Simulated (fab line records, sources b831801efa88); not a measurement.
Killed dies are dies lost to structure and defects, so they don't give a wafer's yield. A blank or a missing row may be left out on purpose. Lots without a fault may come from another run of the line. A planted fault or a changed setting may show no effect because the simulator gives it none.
Problem report in the 8D (eight disciplines) form, filled by code | flow gf180mcu | the parts of the form that need people (team, actions taken, sign-off) are left out

1. THE PROBLEM
oes_product_au at GF_SAB_ETCH_11 reads a mean of 1.419 a.u. on 6 wafers of 2 lots; wafers without a fault read 1.001 a.u. with a standard deviation of 0.0089. That is +47 standard deviations from the usual mean.
The step: etches SiO2 in C4F8/O2/Ar, target depth 55 nm, time 8.5 s.
First seen on wafer L772.1, day 20 15:18, on rie_diel-02. The record holds 36 wafers of 12 lots with a number at this step. Rule for "out", or "out of limits": more than 4 standard deviations from the usual mean. The other wafers with a number count as sound.

2. WHAT IT IS AND WHAT IT IS NOT
question                    | is                     | is not
which readings at this step | oes_product_au         | -
which lots                  | L772, L773             | L756, L758, L761, L764, L765, L766, L767, L768, L769, L775
which wafers of those lots  | all that have a number | -
read on which tools         | rie_diel-02            | rie_diel-03, rie_diel-04
when                        | from day 20 15:18      | up to then (27 sound wafers); but 3 sound wafers of L775 came after

3. SUSPECTS, AND WHAT RULES EACH OUT
Counting: a tool at a process step up to the reading stays a suspect if it ran every lot that is out and no sound lot after the first of them.
- rie_diel-02 at GF_SAB_ETCH_11 (etches SiO2 in C4F8/O2/Ar, target depth 55 nm, time 8.5 s): kept. It ran every lot that is out, first L772 (day 20 15:18), and no sound lot after that; its last sound lot up to then is L768 (day 19 08:46). Its own readings are out on those wafers: oes_product_au.
Left after counting: rie_diel-02 at GF_SAB_ETCH_11.

4. THE CAUSE (what the simulator had put in)
Process parameter drift: rie_diel-02, from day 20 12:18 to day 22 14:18, at GF_SAB_ETCH_11. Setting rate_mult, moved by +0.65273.
Counting left only this tool.

5. THE CHAIN OF EFFECTS, in route order
Each row: a reading whose mean over the struck wafers that have a number lies more than 3 standard deviations from the usual. Only readings for which the record gives a usual standard deviation are gone through. hours: the time from each lot's start at the first step in this table that gives one to its start at this step, as a median over the lots. sigmas: the change in usual standard deviations.
hours | step           | reading        | usual      | on struck wafers | change | sigmas
0     | GF_SAB_ETCH_11 | oes_product_au | 1.001 a.u. | 1.419            | +0.418 | +47
The process steps in it:
- GF_SAB_ETCH_11: etches SiO2 in C4F8/O2/Ar, target depth 55 nm, time 8.5 s.

6. WHAT WOULD HAVE CAUGHT IT SOONER
In this record the first reading out of limits was taken at day 20 15:18, 3 hours after the fault began at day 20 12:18.
